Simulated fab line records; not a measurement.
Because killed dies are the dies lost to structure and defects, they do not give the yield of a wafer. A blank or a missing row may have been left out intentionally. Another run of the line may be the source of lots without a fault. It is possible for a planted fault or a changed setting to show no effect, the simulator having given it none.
Which tool was responsible? / flow gf180mcu / Sampling: 7 lots, 21 wafers, 3 of 602 route steps

## WHAT EACH GAUGE READ, for each wafer
GF_M2_CD_MEAS_14 targets a cd of 280 nm.
lot=L557; measured=day 19 10:37; on=cd-sem-01; cd-nm (nm)=281.5 282.4 282.3
lot=L559; measured=day 20 03:31; on=cd-sem-01; cd-nm (nm)=281.1 281.1 279.9
lot=L563; measured=day 21 19:33; on=cd-sem-01; cd-nm (nm)=280.0 280.1 280.9
lot=L565; measured=day 22 16:58; on=cd-sem-01; cd-nm (nm)=280.2 280.9 280.7
lot=L569; measured=day 24 07:17; on=cd-sem-02; cd-nm (nm)=279.2 279.8 279.4
lot=L575; measured=day 26 08:36; on=cd-sem-02; cd-nm (nm)=316.5 315.3 317.1
lot=L579; measured=day 27 05:14; on=cd-sem-02; cd-nm (nm)=281.6 281.1 281.5

## WHICH TOOL RAN EACH LOT (tool, then ch and the chambers of the sampled wafers, then the start)
lot=L557; GF_V1_CVD_23=cvd-w-02 ch 0,1, day 18 09:46; GF_M2_EXPOSE_11=krf-scanner-01 ch 0, day 18 22:19
lot=L559; GF_V1_CVD_23=cvd-w-01 ch 0,1, day 19 01:34; GF_M2_EXPOSE_11=krf-scanner-02 ch 0, day 19 14:54
lot=L563; GF_V1_CVD_23=cvd-w-01 ch 0,1, day 20 19:22; GF_M2_EXPOSE_11=krf-scanner-02 ch 0, day 21 07:58
lot=L565; GF_V1_CVD_23=cvd-w-02 ch 1, day 21 16:46; GF_M2_EXPOSE_11=krf-scanner-01 ch 0, day 22 05:53
lot=L569; GF_V1_CVD_23=cvd-w-01 ch 0,1, day 23 08:01; GF_M2_EXPOSE_11=krf-scanner-02 ch 0, day 23 20:26
lot=L575; GF_V1_CVD_23=cvd-w-01 ch 0,1, day 25 10:57; GF_M2_EXPOSE_11=krf-scanner-01 ch 0, day 25 22:01
lot=L579; GF_V1_CVD_23=cvd-w-02 ch 0,1, day 26 08:13; GF_M2_EXPOSE_11=krf-scanner-02 ch 0, day 26 18:54
- GF_V1_CVD_23: deposits W, target thk 350 nm, time 105.05 s.
- GF_M2_EXPOSE_11: exposes mask Metal2, target cd 280 nm.

## THE ANSWER, worked out from the rows above alone
Rule: what is usual is taken from the lots themselves. The widest of any qualifying gaps counts: lots, ordered by their means at a reading, are off when they make up no more than a third of the lots, leave a main group of 4 or more, and stand apart from it by 3 or more times the standard deviation of that group's means. A main group is skipped when, at the precision printed for the reading in the tables above, its means are all equal. A lot without any number at a reading at which 4 lots or more have one is off too. Any other lot the step has rows for is counted as sound.
Off: L575, at GF_M2_CD_MEAS_14 (cd-nm). The main group has a mean of 280.8 nm with a standard deviation of 0.82.
A tool fits if, at a process step before that reading, it ran every lot that is off, and no sound lot after the first of them. Gauges at GF_M2_CD_MEAS_14: tried the same way as those tools. Undecided on this evidence; 2 tools fit (cvd-w-01 at GF_V1_CVD_23, krf-scanner-01 at GF_M2_EXPOSE_11).

## WHAT HAD BEEN PUT IN BY THE SIMULATOR
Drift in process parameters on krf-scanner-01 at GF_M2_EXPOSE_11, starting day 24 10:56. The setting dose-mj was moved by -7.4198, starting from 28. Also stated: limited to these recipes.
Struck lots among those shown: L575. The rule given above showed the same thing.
